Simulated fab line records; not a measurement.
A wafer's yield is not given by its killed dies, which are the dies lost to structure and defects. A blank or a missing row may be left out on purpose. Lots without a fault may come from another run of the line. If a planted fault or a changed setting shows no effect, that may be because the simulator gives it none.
Code-filled problem report in 8D (eight disciplines) form / flow gf180mcu / the parts of the form that need people (team, actions taken, sign-off) are left out

## 1. WHAT IS WRONG
Wafers with no fault read 0.4000 Pa with a standard deviation of 0.00077, whereas chamber_pressure_pa at GF_M2_SPUTTER_01 reads a mean of 0.3486 Pa on 1 wafer of 1 lot. That puts it -67 standard deviations away from the usual mean.
The step: material TiN, target thk 30 nm, time 25 s.
Earliest sighting: wafer L144.6 on pvd_sputter-02 at day 21 21:16. The record holds 39 wafers of 13 lots with a number at this step. By rule, "out" or "out of limits" means more than 4 standard deviations away from the usual mean. The rest of the wafers with a number are treated as sound.

## 2. WHAT IT IS, AND WHAT IT ISN'T
question=which readings at this step | is=chamber_pressure_pa | is not=throttle_valve_pct
question=which lots | is=L144 | is not=L135, L136, L137, L138, L142, L148, L152, L153, L155, L156, L157, L158
question=which wafers of those lots | is=L144.6 | is not=L144.4, L144.5
question=read on which tools | is=pvd_sputter-02 | is not=pvd_sputter-01, pvd_sputter-03
question=when | is=from day 21 21:16 | is not=up to then (17 sound wafers); but 21 sound wafers of L148, L152, L153, L155, L156, L157, L158 came after

## 3. WHAT RULES OUT EACH SUSPECT
Counting: any tool at a process step up to the reading remains a suspect provided it ran every lot that is out. Sound lots after the first of them don't rule it out here, since some wafers of a struck lot are sound.
- pvd_sputter-02 at GF_M2_SPUTTER_01 (material TiN, target thk 30 nm, time 25 s): kept. L144, the lot that is out, went through it at day 21 21:16; up to then, the latest sound lot through it was L142 at day 20 21:58. Its own readings are out on those wafers: chamber_pressure_pa.
After counting, what remains is pvd_sputter-02 at GF_M2_SPUTTER_01.

## 4. THE CAUSE (what the simulator had put in)
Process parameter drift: pvd_sputter-02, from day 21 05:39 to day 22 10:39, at GF_M2_SPUTTER_01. From 0.4, the setting chamber_pressure_pa moved by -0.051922. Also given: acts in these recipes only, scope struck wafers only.
Counting left only this tool.

## 5. THE EFFECT CHAIN, in route order
One row per reading whose mean, taken over the struck wafers that have a number, lies over 3 standard deviations from the usual. Only readings whose record carries a usual standard deviation are examined. hours: median over the lots of the time between each lot's start at the first step of this table that gives one and its start at this step. sigmas: the change, counted in usual standard deviations.
hours=0; step=GF_M2_SPUTTER_01; reading=chamber_pressure_pa; usual=0.4000 Pa; on struck wafers=0.3486; change=-0.0514; sigmas=-67
hours=242; step=GF_PASSIVATION_PROBE_99; reading=sort_bin_3_pad_short; usual=0.4 %; on struck wafers=1.4; change=+1.0; sigmas=+3.1
Its process steps:
- GF_M2_SPUTTER_01: material TiN, target thk 30 nm, time 25 s.
- GF_PASSIVATION_PROBE_99

## 6. HOW IT WOULD HAVE BEEN CAUGHT EARLIER
16 hours passed between the start of the fault at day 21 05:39 and the first reading out of limits in this record, taken at day 21 21:16.
